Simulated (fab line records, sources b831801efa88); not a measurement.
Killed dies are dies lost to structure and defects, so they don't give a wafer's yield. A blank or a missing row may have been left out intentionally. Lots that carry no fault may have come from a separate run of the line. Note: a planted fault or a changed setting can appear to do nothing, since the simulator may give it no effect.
fab line records -- flow gf180mcu -- part 2 of 2: steps 26 to 36 of 36
record: lots: 5, wafers: 15, lastDay: 33
route steps=602 shown SAB@268 SALICIDE@278 CONTACT@287
lots that met no fault: from a run of the same line without faults
startH: start of the lot's first displayed wafer, in hours after the record's first day -- waitH: hours from the lot's prior step to this one -- " same as the row above -- L1.1+2: several wafers, shown together as one row -- - no value, or no start was given -- * or withheld: withheld -- < > ~ a bound
route shown NAME@n: names a module that has steps shown in the file, with the first one's number in the route -- usual: the fault-free wafers' mean and standard deviation -- same: alike in all rows -- chamber/n: place in a boat -- sites: readings site by site -- _std_site: how widely they spread, as a standard deviation -- _edge_site: mean of outer sites minus mean of inner sites -- radiusMm: how far each site lies from the wafer's centre -- mask NAME#n: copy n -- behind: the last tool/chamber to shape the wafer -- hold: why the lot was held/for how many hours/how that ended -- device: the transistor (n, p or np) that didn't switch -- end of line: tests run on the same wafers once the route is complete -- step lacking rows: just its recipe -- killed: count of dies lost to structure and defects at first sort (not the wafer's yield) -- map: the dies of a wafer, with x for killed, . for not killed, _ for no die there
set.NAME: the setting the step ran with; set.NAME@STEP: the setting that earlier step ran with -- model.NAME: the simulator's own value behind a step, which no gauge read
certain route steps with their lots: each step a table, each wafer a row
services: the hour from which a tool's chamber was out of use, counted from the record's first day as startH (under 0 if before that day), plus the number of hours and why
== steps ==
step: GF_CONTACT_DEHYDRATE_06
recipe: tempC: 200, timeS: 60
usual: exhaustPa: 44.8/0.86
lot.wafer,tool,chamber,startH,waitH,exhaustPa
L074.1,lithoTrack-01,0,354.56,10.3,44.1
L074.3,lithoTrack-01,0,354.56,10.3,44.9
L074.6,lithoTrack-01,0,354.56,10.3,45.2
L080.2,lithoTrack-03,0,401.13,11.4,44.1
L080.3,lithoTrack-03,0,401.13,11.4,45.1
L080.6,lithoTrack-03,0,401.13,11.4,43.7
L086.1,lithoTrack-03,0,456.10,12.0,44.0
L086.2,lithoTrack-03,0,456.10,12.0,43.9
L086.3,lithoTrack-03,0,456.10,12.0,45.1
L087.3,lithoTrack-02,0,465.75,11.8,45.8
L087.4,lithoTrack-02,0,465.75,11.8,45.3
L087.5,lithoTrack-02,0,465.75,11.8,45.1
L093.1,lithoTrack-01,0,516.66,10.7,44.3
L093.2,lithoTrack-01,0,516.66,10.7,43.0
L093.3,lithoTrack-01,0,516.66,10.7,43.3
step: GF_CONTACT_HMDS_07
recipe: primeTimeS: 60, primeTempC: 120
usual: exhaustPa: 44.9/1
lot.wafer,tool,chamber,startH,waitH,exhaustPa
L074.1,lithoTrack-01,0,354.71,0.1,45.4
L074.3,lithoTrack-01,0,354.71,0.1,44.5
L074.6,lithoTrack-01,0,354.71,0.1,45.5
L080.2,lithoTrack-03,0,401.28,0.1,43.8
L080.3,lithoTrack-03,0,401.28,0.1,44.7
L080.6,lithoTrack-03,0,401.28,0.1,45.7
L086.1,lithoTrack-03,0,456.25,0.1,45.4
L086.2,lithoTrack-03,0,456.25,0.1,46.5
L086.3,lithoTrack-03,0,456.25,0.1,45.8
L087.3,lithoTrack-02,0,465.90,0.1,44.6
L087.4,lithoTrack-02,0,465.90,0.1,43.2
L087.5,lithoTrack-02,0,465.90,0.1,46.5
L093.1,lithoTrack-01,0,516.81,0.1,45.1
L093.2,lithoTrack-01,0,516.81,0.1,45.8
L093.3,lithoTrack-01,0,516.81,0.1,46.0
step: GF_CONTACT_COAT_08
recipe: resist: BARC, tempC: withheld, timeS: withheld, spinRpm: withheld, resistThkNm: withheld
usual: exhaustPa: 44.9/0.86
lot.wafer,tool,chamber,startH,waitH,exhaustPa
L074.1,lithoTrack-01,0,354.86,0.1,43.9
L074.3,lithoTrack-01,0,354.86,0.1,43.8
L074.6,lithoTrack-01,0,354.86,0.1,45.0
L080.2,lithoTrack-03,0,401.43,0.1,45.3
L080.3,lithoTrack-03,0,401.43,0.1,45.8
L080.6,lithoTrack-03,0,401.43,0.1,44.4
L086.1,lithoTrack-03,0,456.40,0.1,45.4
L086.2,lithoTrack-03,0,456.40,0.1,45.6
L086.3,lithoTrack-03,0,456.40,0.1,43.9
L087.3,lithoTrack-02,0,466.05,0.1,44.9
L087.4,lithoTrack-02,0,466.05,0.1,44.1
L087.5,lithoTrack-02,0,466.05,0.1,45.1
L093.1,lithoTrack-01,0,516.96,0.1,43.5
L093.2,lithoTrack-01,0,516.96,0.1,43.0
L093.3,lithoTrack-01,0,516.96,0.1,43.4
step: GF_CONTACT_COAT_09
recipe: resist: KrF, spinRpm: withheld, resistThkNm: 1000
usual: exhaustPa: 45.1/0.87
lot.wafer,tool,chamber,startH,waitH,exhaustPa
L074.1,lithoTrack-01,0,-,-,44.4
L074.3,lithoTrack-01,0,-,-,44.9
L074.6,lithoTrack-01,0,-,-,45.4
L080.2,lithoTrack-03,0,-,-,44.5
L080.3,lithoTrack-03,0,-,-,45.5
L080.6,lithoTrack-03,0,-,-,45.4
L086.1,lithoTrack-03,0,-,-,45.4
L086.2,lithoTrack-03,0,-,-,45.1
L086.3,lithoTrack-03,0,-,-,45.5
L087.3,lithoTrack-02,0,-,-,45.7
L087.4,lithoTrack-02,0,-,-,45.8
L087.5,lithoTrack-02,0,-,-,44.7
L093.1,lithoTrack-01,0,-,-,44.8
L093.2,lithoTrack-01,0,-,-,43.1
L093.3,lithoTrack-01,0,-,-,44.5
step: GF_CONTACT_SOFTBAKE_10
recipe: tempC: 130, timeS: 60, resist: KrF
usual: exhaustPa: 44.9/0.83
lot.wafer,tool,chamber,startH,waitH,exhaustPa
L074.1,lithoTrack-01,0,-,-,45.2
L074.3,lithoTrack-01,0,-,-,44.5
L074.6,lithoTrack-01,0,-,-,45.4
L080.2,lithoTrack-03,0,-,-,44.9
L080.3,lithoTrack-03,0,-,-,46.3
L080.6,lithoTrack-03,0,-,-,45.0
L086.1,lithoTrack-03,0,-,-,44.4
L086.2,lithoTrack-03,0,-,-,44.2
L086.3,lithoTrack-03,0,-,-,45.1
L087.3,lithoTrack-02,0,-,-,45.6
L087.4,lithoTrack-02,0,-,-,45.2
L087.5,lithoTrack-02,0,-,-,45.0
L093.1,lithoTrack-01,0,-,-,45.0
L093.2,lithoTrack-01,0,-,-,44.7
L093.3,lithoTrack-01,0,-,-,43.9
step: GF_CONTACT_EXPOSE_11
recipe: maskId: Contact, targetCdNm: 220, na: 0.68, sourceShape: conventional, sigmaOuter: 0.6, doseMj: 38
lot.wafer,tool,chamber,startH,waitH,mask
L074.1+3+6,krfScanner-01,0,-,-,Contact#0
L080.2+3+6,krfScanner-02,0,-,-,Contact#0
L086.1+2+3,krfScanner-01,0,-,-,Contact#0
L087.3+4+5,krfScanner-01,0,-,-,Contact#0
L093.1+2+3,krfScanner-01,0,-,-,Contact#0
step: GF_CONTACT_PEB_12
recipe: pebTempC: 135, pebTimeS: 90, resist: KrF
usual: exhaustPa: 45.1/0.98
lot.wafer,tool,chamber,startH,waitH,exhaustPa
L074.1,lithoTrack-01,0,-,-,45.0
L074.3,lithoTrack-01,0,-,-,44.7
L074.6,lithoTrack-01,0,-,-,42.5
L080.2,lithoTrack-01,0,-,-,44.4
L080.3,lithoTrack-01,0,-,-,44.4
L080.6,lithoTrack-01,0,-,-,43.9
L086.1,lithoTrack-01,0,-,-,45.2
L086.2,lithoTrack-01,0,-,-,46.2
L086.3,lithoTrack-01,0,-,-,46.0
L087.3,lithoTrack-01,0,-,-,45.5
L087.4,lithoTrack-01,0,-,-,44.6
L087.5,lithoTrack-01,0,-,-,44.6
L093.1,lithoTrack-01,0,-,-,45.6
L093.2,lithoTrack-01,0,-,-,45.8
L093.3,lithoTrack-01,0,-,-,46.3
step: GF_CONTACT_DEVELOP_13
recipe: developTimeS: 60, resist: KrF, devTempC: 21
usual: exhaustPa: 45.2/0.99
lot.wafer,tool,chamber,startH,waitH,exhaustPa
L074.1,lithoTrack-01,0,366.26,0.2,44.0
L074.3,lithoTrack-01,0,366.26,0.2,45.1
L074.6,lithoTrack-01,0,366.26,0.2,45.1
L080.2,lithoTrack-01,0,413.18,0.2,46.2
L080.3,lithoTrack-01,0,413.18,0.2,46.5
L080.6,lithoTrack-01,0,413.18,0.2,45.7
L086.1,lithoTrack-01,0,468.41,0.2,44.2
L086.2,lithoTrack-01,0,468.41,0.2,46.3
L086.3,lithoTrack-01,0,468.41,0.2,46.6
L087.3,lithoTrack-01,0,478.61,0.1,43.8
L087.4,lithoTrack-01,0,478.61,0.1,44.0
L087.5,lithoTrack-01,0,478.61,0.1,45.0
L093.1,lithoTrack-01,0,528.46,0.2,46.5
L093.2,lithoTrack-01,0,528.46,0.2,45.7
L093.3,lithoTrack-01,0,528.46,0.2,47.1
step: GF_CONTACT_CD_MEAS_14
recipe: targetCdNm: 220
usual: cdNm: 220.4/1.5
lot.wafer,tool,chamber,startH,waitH,cdNm
L074.1,cdSem-01,-,366.41,0.1,219.1
L074.3,cdSem-01,-,366.41,0.1,219.2
L074.6,cdSem-01,-,366.41,0.1,219.9
L080.2,cdSem-01,-,413.33,0.1,218.4
L080.3,cdSem-01,-,413.33,0.1,220.0
L080.6,cdSem-01,-,413.33,0.1,218.5
L086.1,cdSem-01,-,468.56,0.1,220.2
L086.2,cdSem-01,-,468.56,0.1,218.5
L086.3,cdSem-01,-,468.56,0.1,221.2
L087.3,cdSem-02,-,478.75,0.1,218.3
L087.4,cdSem-02,-,478.75,0.1,219.3
L087.5,cdSem-02,-,478.75,0.1,218.4
L093.1,cdSem-02,-,528.72,0.2,222.8
L093.2,cdSem-02,-,528.72,0.2,224.2
L093.3,cdSem-02,-,528.72,0.2,223.2
step: GF_CONTACT_OVL_MEAS_15
usual: CONTACT_OVL: -2/6.5
lot.wafer,tool,chamber,startH,waitH,CONTACT_OVL[nm]
L074.1,overlay-01,-,366.53,0.1,-3
L074.3,overlay-01,-,366.53,0.1,-4
L074.6,overlay-01,-,366.53,0.1,0
L080.2,overlay-01,-,413.43,0.1,2
L080.3,overlay-01,-,413.43,0.1,-2
L080.6,overlay-01,-,413.43,0.1,-4
L086.1,overlay-01,-,468.68,0.1,-1
L086.2,overlay-01,-,468.68,0.1,-1
L086.3,overlay-01,-,468.68,0.1,0
L087.3,overlay-02,-,478.84,0.1,-2
L087.4,overlay-02,-,478.84,0.1,-1
L087.5,overlay-02,-,478.84,0.1,-10
L093.1,overlay-01,-,528.84,0.1,7
L093.2,overlay-01,-,528.84,0.1,7
L093.3,overlay-01,-,528.84,0.1,2
step: GF_CONTACT_ETCH_16
recipe: chemistry: N2/H2, targetDepthA: withheld, overetchA: withheld, timeS: withheld, target: BARC, ionEnergyEv: 200, sourceW: 500, biasW: 100, pressureMtorr: 30, n2FlowSccm: 100, h2FlowSccm: 200
usual: drypumpMotorCurrentA: 5.5/0.44, oesProductAu: 0.855/0.0046, throttleValvePct: 13.225/0.0092
lot.wafer,tool,chamber,startH,waitH,drypumpMotorCurrentA,oesProductAu,throttleValvePct
L074.1,rieDiel-03,1,366.56,0.0,5.2,0.852,13.219
L074.3,rieDiel-03,2,366.56,0.0,5.8,0.846,13.220
L074.6,rieDiel-03,3,366.56,0.0,4.9,0.853,13.215
L080.2,rieDiel-04,2,413.46,0.0,4.8,0.853,13.223
L080.3,rieDiel-04,0,413.46,0.0,4.8,0.860,13.237
L080.6,rieDiel-04,2,413.46,0.0,4.9,0.860,13.207
L086.1,rieDiel-04,0,468.71,0.0,4.8,0.848,13.236
L086.2,rieDiel-04,2,468.71,0.0,4.9,0.858,13.221
L086.3,rieDiel-04,1,468.71,0.0,5.8,0.850,13.220
L087.3,rieDiel-01,1,478.86,0.0,6.3,0.846,13.226
L087.4,rieDiel-01,2,478.86,0.0,5.8,0.851,13.221
L087.5,rieDiel-01,2,478.86,0.0,5.8,0.862,13.233
L093.1,rieDiel-03,3,528.87,0.0,4.9,0.862,13.211
L093.2,rieDiel-03,2,528.87,0.0,5.7,0.855,13.230
L093.3,rieDiel-03,0,528.87,0.0,5.3,0.852,13.240
== services ==
tool,chamber,startH,hours,kind
pvdSputter-02,-,307.43,1.5,repair
rieDiel-01,3,314.04,8.1,repair
cmp-02,-,314.53,0.6,repair
krfScanner-01,-,321.45,0.8,pm
krfScanner-01,-,332.36,0.8,pm
krfScanner-01,-,341.71,1.0,pm
hdpcvd-01,1,349.77,5.0,repair
ilineStepper-02,-,353.52,5.0,repair
ilineStepper-02,-,363.79,1.7,pm
krfScanner-01,-,372.79,4.4,pm
pvdSputter-02,-,385.18,0.9,repair
krfScanner-01,-,387.70,1.3,pm
rtpAnneal-01,-,402.53,1.0,pm
cmp-02,-,404.05,4.0,pm
krfScanner-01,-,409.88,3.6,pm
rieDiel-01,2,439.52,4.1,repair
pvdSputter-02,-,486.72,6.4,repair
rieDiel-01,3,487.52,3.2,repair
krfScanner-01,-,490.14,0.8,pm
krfScanner-01,-,500.28,0.9,repair
krfScanner-01,-,506.81,0.3,repair
krfScanner-01,-,508.54,1.0,pm
cmp-02,-,510.42,7.3,pm
ilineStepper-02,-,513.56,28.9,pm
